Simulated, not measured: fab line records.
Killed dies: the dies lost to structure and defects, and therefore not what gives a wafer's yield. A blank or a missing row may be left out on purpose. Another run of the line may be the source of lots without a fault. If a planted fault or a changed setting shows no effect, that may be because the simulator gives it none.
Chamber matching :: flow sky130 :: 4 sister chambers for SKY_METAL4_ETCH_17 on rie-diel-03
The step etches SiO2 in C4F8/O2/Ar, stops on TiN, time 3.9 s, target depth 15 nm. 4 wafers are shown with their chamber, then 10 later ones without.

WAFERS WITH THEIR CHAMBER
wafer: L086.2
chamber: 3
oes-product-au (a.u.): 0.754

wafer: L087.5
chamber: 0
oes-product-au (a.u.): 0.762

wafer: L088.1
chamber: 2
oes-product-au (a.u.): 0.746

wafer: L088.4
chamber: 1
oes-product-au (a.u.): 0.740

WAFERS WHOSE CHAMBER IS MISSING
wafer: L088.6
oes-product-au (a.u.): 0.749

wafer: L091.1
oes-product-au (a.u.): 0.761

wafer: L091.2
oes-product-au (a.u.): 0.743

wafer: L091.3
oes-product-au (a.u.): 0.757

wafer: L091.4
oes-product-au (a.u.): 0.768

wafer: L091.5
oes-product-au (a.u.): 0.752

wafer: L091.6
oes-product-au (a.u.): 0.755

wafer: L095.1
oes-product-au (a.u.): 0.749

wafer: L095.2
oes-product-au (a.u.): 0.764

wafer: L095.4
oes-product-au (a.u.): 0.766

CHAMBER TAKEN BY EACH
wafer: L088.6
from the rows above: can't be placed: 2 or 3 or 1
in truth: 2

wafer: L091.1
from the rows above: can't be placed: 0 or 3
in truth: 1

wafer: L091.2
from the rows above: can't be placed: 1 or 2
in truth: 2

wafer: L091.3
from the rows above: can't be placed: 3 or 0
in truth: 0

wafer: L091.4
from the rows above: 0
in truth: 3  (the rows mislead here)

wafer: L091.5
from the rows above: can't be placed: 3 or 2
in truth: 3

wafer: L091.6
from the rows above: can't be placed: 3 or 0
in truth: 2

wafer: L095.1
from the rows above: can't be placed: 2 or 3 or 1
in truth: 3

wafer: L095.2
from the rows above: 0
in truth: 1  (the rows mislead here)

wafer: L095.4
from the rows above: 0
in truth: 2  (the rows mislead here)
Correctly placed: 0 of 10. Can't be placed from these rows: 7 (the true chamber is among the candidates in 5). Wrongly placed: 3.
How it was worked out, from the rows above alone: a wafer's distance from a chamber is the root of the sum, over the readings, of the square of ((its reading less the chamber's mean) divided by the reading's scatter). The wafer belongs to the nearest chamber; if the next one is less than 2 further off, it can't be placed. For every chamber, the mean is computed from those of its wafers that are shown. The scatter: root of mean squared gap, hidden wafer to nearest shown wafer, with one shown wafer a chamber.
